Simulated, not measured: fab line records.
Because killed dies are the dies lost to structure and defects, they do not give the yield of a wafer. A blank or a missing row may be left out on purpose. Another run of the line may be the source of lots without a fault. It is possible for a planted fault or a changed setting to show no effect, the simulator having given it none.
Which tool is to blame?    flow gf180mcu    11 lots, 33 wafers sampled, at 5 steps of a route of 602

== WHAT EACH GAUGE READ, for each wafer ==
GF_TOP_METAL_RS_MEAS_05: the measuring method here is four-point-probe. Usual: for TOP_METAL_ALCU_RS the level is 0.0330 ohm/sq and the standard deviation is 0.00052.
lot   measured      on             TOP_METAL_ALCU_RS (ohm/sq)  flag
L623  day 29 03:14  film-metro-01  0.0325 0.0323 0.0336        
L624  day 29 06:35  film-metro-01  9.6448 9.7304 9.6408        OFF
L625  day 29 09:12  film-metro-04  9.6802 9.6729 9.7561        OFF
L634  day 31 22:19  film-metro-04  0.0331 0.0335 0.0333        
L635  day 32 06:59  film-metro-01  0.0334 0.0327 0.0335        
L636  day 32 10:25  film-metro-04  0.0327 0.0337 0.0335        
L637  day 32 17:59  film-metro-04  0.0324 0.0321 0.0321        
L638  day 33 00:43  film-metro-01  0.0331 0.0331 0.0321        
L639  day 33 02:55  film-metro-04  0.0324 0.0335 0.0330        
L641  day 33 17:11  film-metro-03  0.0329 0.0333 0.0334        
L643  day 34 08:34  film-metro-04  0.0334 0.0334 0.0328        

GF_TOP_METAL_THK_MEAS_06: measures by xrf. Usual: for TOP_METAL_ALCU_THK the level is 899 nm and the standard deviation is 15.
lot   measured      on             TOP_METAL_ALCU_THK (nm)  flag
L623  day 29 03:22  film-metro-01  917 923 886              
L624  day 29 06:41  film-metro-01  <0 <0 <0                 OFF
L625  day 29 09:17  film-metro-04  <0 <0 <0                 OFF
L634  day 31 22:25  film-metro-04  885 878 885              
L635  day 32 07:06  film-metro-01  890 910 896              
L636  day 32 10:32  film-metro-04  901 875 875              
L637  day 32 18:07  film-metro-04  911 913 917              
L638  day 33 00:50  film-metro-01  907 903 927              
L639  day 33 03:02  film-metro-04  908 880 892              
L641  day 33 17:17  film-metro-03  904 891 889              
L643  day 34 08:41  film-metro-04  882 884 903              

== WHAT TOOL EACH LOT RAN ON (gives the tool, then ch and the chambers of the sampled wafers, and finally the start) ==
lot   GF_V5_CVD_02                     GF_V5_SPUTTER_21              GF_TOP_METAL_SPUTTER_02
L623  pecvd-03 ch 0,1, day 28 04:41    pvd-sputter-03, day 29 02:20  pvd-sputter-01, day 29 03:09
L624  pecvd-04 ch 0,1,2, day 28 07:28  pvd-sputter-01, day 29 05:31  pvd-sputter-01, day 29 06:28
L625  pecvd-03 ch 0,1,2, day 28 10:08  pvd-sputter-03, day 29 08:07  pvd-sputter-02, day 29 09:03
L634  pecvd-04 ch 1,2, day 31 02:02    pvd-sputter-01, day 31 21:17  pvd-sputter-02, day 31 22:11
L635  pecvd-04 ch 0,2, day 31 10:50    pvd-sputter-04, day 32 06:04  pvd-sputter-01, day 32 06:53
L636  pecvd-03 ch 0,1,2, day 31 14:41  pvd-sputter-03, day 32 09:26  pvd-sputter-01, day 32 10:19
L637  pecvd-02 ch 0,1, day 31 22:26    pvd-sputter-01, day 32 17:05  pvd-sputter-03, day 32 17:54
L638  pecvd-02 ch 1,2, day 32 05:49    pvd-sputter-03, day 32 23:49  pvd-sputter-02, day 33 00:38
L639  pecvd-02 ch 0,2, day 32 08:13    pvd-sputter-03, day 33 02:00  pvd-sputter-02, day 33 02:49
L641  pecvd-04 ch 0,1,2, day 32 22:35  pvd-sputter-04, day 33 16:14  pvd-sputter-03, day 33 17:04
L643  pecvd-02 ch 1,2, day 33 14:43    pvd-sputter-03, day 34 07:38  pvd-sputter-02, day 34 08:28
- GF_V5_CVD_02: deposits SiO2 from TEOS, target thk 1450 nm, time 163.28 s.
- GF_V5_SPUTTER_21: material Ti, target thk 15 nm, time 80.02 s.
- GF_TOP_METAL_SPUTTER_02: material AlCu, target thk 900 nm, time 47.82 s.

== AS READ BY THE TOOLS THEMSELVES (means over the sampled wafers that have a number; for cases with no such wafer, the mark the record gives instead) ==
GF_V5_CVD_02. Usual: 641 W for heater-power-w, sd 110.
lot   tool      heater-power-w (W)  flag
L623  pecvd-03  578                 
L624  pecvd-04  744                 
L625  pecvd-03  519                 
L634  pecvd-04  710                 
L635  pecvd-04  727                 
L636  pecvd-03  552                 
L637  pecvd-02  560                 
L638  pecvd-02  721                 
L639  pecvd-02  679                 
L641  pecvd-04  734                 
L643  pecvd-02  739                 

GF_V5_SPUTTER_21. Usual: cathode-dc-power-W 2500.0 W, standard deviation 0.46; chamber-pressure-pa 5.000 Pa, standard deviation 0.0088; substrate-temp-c 199.95 C, standard deviation 0.15; throttle-valve-pct 30.2 %, standard deviation 1.
lot   tool            cathode-dc-power-W (W)  chamber-pressure-pa (Pa)  substrate-temp-c (C)  throttle-valve-pct (%)  flag
L623  pvd-sputter-03  2500.1                  4.985                     199.99                30.7                    
L624  pvd-sputter-01  2499.9                  4.998                     199.88                30.8                    
L625  pvd-sputter-03  2499.9                  4.996                     199.99                30.3                    
L634  pvd-sputter-01  2500.1                  5.007                     199.83                30.9                    
L635  pvd-sputter-04  2500.3                  4.993                     199.84                29.8                    
L636  pvd-sputter-03  2499.9                  5.000                     200.16                30.1                    
L637  pvd-sputter-01  2500.2                  4.996                     200.00                30.1                    
L638  pvd-sputter-03  2499.5                  5.006                     199.96                30.3                    
L639  pvd-sputter-03  2499.9                  4.998                     200.00                30.8                    
L641  pvd-sputter-04  2499.9                  4.993                     199.95                28.8                    
L643  pvd-sputter-03  2499.9                  5.006                     199.94                30.7                    

GF_TOP_METAL_SPUTTER_02. Usual: cathode-dc-power-W 10600 W, standard deviation 2; chamber-pressure-pa 0.3000 Pa, standard deviation 0.00058; substrate-temp-c 249.97 C, standard deviation 0.17; throttle-valve-pct 30.4 %, standard deviation 1.
lot   tool            cathode-dc-power-W (W)  chamber-pressure-pa (Pa)  substrate-temp-c (C)  throttle-valve-pct (%)  flag
L623  pvd-sputter-01  10600                   0.3003                    249.95                30.7                    
L624  pvd-sputter-01  -                       -                         -                     -                       OFF
L625  pvd-sputter-02  -                       -                         -                     -                       OFF
L634  pvd-sputter-02  10600                   0.2999                    249.95                30.8                    
L635  pvd-sputter-01  10598                   0.2996                    249.96                30.6                    
L636  pvd-sputter-01  10602                   0.3005                    250.05                30.9                    
L637  pvd-sputter-03  10598                   0.3001                    249.96                29.5                    
L638  pvd-sputter-02  10599                   0.3003                    250.14                30.0                    
L639  pvd-sputter-02  10600                   0.2997                    249.93                30.7                    
L641  pvd-sputter-03  10599                   0.3000                    249.88                30.0                    
L643  pvd-sputter-02  10601                   0.2998                    250.06                30.9                    

== THE ANSWER, worked out from the rows above alone ==
Rule: a lot is off if the mean of its wafers that have a number lies more than 3 standard deviations from the usual mean. Also off: a lot with no number at a reading for which 4 or more lots have one. Any other lot the step has rows for is counted as sound. Order of review: gauges by route order, followed by the tools' own readings, for which a lot's mean as printed above is used. The first step at which some lot is off is used, and at that step the reading that is off furthest; a lot without a number counts as furthest.
Off: L624, L625, seen at GF_TOP_METAL_RS_MEAS_05 (TOP_METAL_ALCU_RS).
If a tool, at a process step before that reading, ran all the lots that are off and no sound lot after the first of them, it fits. The gauges at GF_TOP_METAL_RS_MEAS_05 aren't tried: what is off there is off at GF_TOP_METAL_SPUTTER_02 too, on other tools, and a gauge's error can't cause that. Of those tried, none fits.

== WHAT WAS PUT IN BY THE SIMULATOR ==
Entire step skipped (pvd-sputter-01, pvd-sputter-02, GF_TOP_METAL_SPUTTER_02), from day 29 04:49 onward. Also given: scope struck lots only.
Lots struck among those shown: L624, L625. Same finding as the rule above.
